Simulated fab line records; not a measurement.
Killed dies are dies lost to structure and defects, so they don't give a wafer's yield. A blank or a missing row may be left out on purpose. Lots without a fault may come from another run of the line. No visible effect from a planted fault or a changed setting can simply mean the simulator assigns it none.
A struck lot beside a sound one :: flow gf180mcu :: 20 out of 602 route steps
Sound: the wafers L806.4, L806.5, L806.6. Struck: wafers L800.3, L800.4, L800.5. The cause is named last.
Each step with rows lists, per side, the tool, then ch with its chambers, then its first start. Under that, the readings that differ: sound wafers :: struck wafers :: difference of the means :: sigmas: that difference in standard deviations of wafers without a fault.
alike: words and numbers the same on both sides, and readings whose means are apart by under 2 such deviations; not compared: readings that were withheld, readings missing a value for some wafer, numbers with overlapping values and no deviation given by the record, and bounds like >300 which may hide the same value.
The two part at a step that has a row with sigmas, a row that says differs or no value, or rows on one side only. Numbers that don't overlap but have no deviation are shown without sigmas and don't part them. A reading missing from all wafers of one side parts the sides only when that side holds two or more wafers.

GF_HV_LDD_RS_MEAS_53: measures by four-point-probe.
  struck on film-metro-04, day 17 13:51; sound on film-metro-02, day 19 11:46
reading: HV_LDD_RS (ohm/sq)
sound: 419.0 417.2 417.5
struck: 419.7 420.0 419.9
difference: +2.0
sigmas: +2
then, 1 step without rows for these wafers: GF_HV_LDD_CVD_54 (deposits SiO2 from TEOS, target thk 10 nm, time 75 s).
GF_HV_LDD_THK_MEAS_55:
  struck on film-metro-02, day 17 14:58; sound on film-metro-04, day 19 12:53
  alike: HV_LDD_CVD_54_THK
then, 1 step without rows for these wafers: GF_HV_LDD_CVD_56 (deposits Si3N4 from DCS/NH3, target thk 90 nm, time 1543 s).
GF_HV_LDD_THK_MEAS_57:
  struck on film-metro-01, day 17 16:28; sound on film-metro-01, day 19 14:22
  alike: HV_LDD_CVD_56_THK
GF_HV_LDD_ETCHBACK_58: etches Si3N4 in CH3F/O2, stops on SiO2, time 100 s, target depth 90 nm.
  sound on rie-diel-02 ch 0,1,2, day 19 14:24; struck on rie-diel-04 ch 0,3, day 17 16:30
  alike: chamber-pressure-mTorr, drypump-motor-current-A, oes-product-au, throttle-valve-pct
  not compared: rf-hours-counter-h
then, 6 steps without rows for these wafers: GF_NSD_DEHYDRATE_00 (time 60 s); GF_NSD_HMDS_01 (prime time 60 s); GF_NSD_COAT_02 (resist thk 1000 nm); GF_NSD_SOFTBAKE_03 (time 60 s); GF_NSD_EXPOSE_04 (exposes mask Nplus, target cd 400 nm); GF_NSD_PEB_05.
GF_NSD_DEVELOP_06: develop time 60 s.
  sound on litho-track-02 ch 0, day 20 14:20; struck on litho-track-03 ch 0, day 18 16:11
GF_NSD_CD_MEAS_07: the cd target is 400 nm.
  struck on cd-sem-02, day 18 16:19; sound on cd-sem-02, day 20 14:28
reading: cd-nm (nm)
sound: 400.8 397.9 401.2
struck: - - -
difference: no value on the struck wafers
sigmas: 
GF_NSD_OVL_MEAS_08:
  struck on overlay-01, day 18 16:25; sound on overlay-01, day 20 14:33
reading: NSD_OVL (nm)
sound: 0.4 -1.7 -1.5
struck: - - -
difference: no value on the struck wafers
sigmas: 
then, 2 steps without rows for these wafers: GF_NSD_IMPLANT_09; GF_NSD_IMPLANT_10.
GF_NSD_STRIP_11: strips in O2/N2.
  sound on plasma-asher-02 ch 0,1, day 20 14:54; struck on plasma-asher-01 ch 0,1, day 18 16:46
reading: heater-power-w (W)
sound: 366 363 369
struck: 306 269 277
difference: -82
sigmas: -2
  alike: chamber-pressure-mTorr, drypump-motor-current-A, oes-product-au, strip-time-to-endpoint-s
  not compared: rf-hours-counter-h
GF_NSD_TW_MEAS_12:
  struck on film-metro-04, day 18 16:51; sound on film-metro-03, day 20 15:00
reading: NSD_TW
sound: 4256 4274 4259
struck: 29 29 29
difference: -4234
sigmas: -99 or more
then, 1 step without rows for these wafers: GF_PSD_DEHYDRATE_00 (time 60 s).

## WHERE THEY PART
Earliest at GF_HV_LDD_RS_MEAS_53; latest, in this record, at GF_NSD_TW_MEAS_12.

WHY: whatever the simulator had introduced
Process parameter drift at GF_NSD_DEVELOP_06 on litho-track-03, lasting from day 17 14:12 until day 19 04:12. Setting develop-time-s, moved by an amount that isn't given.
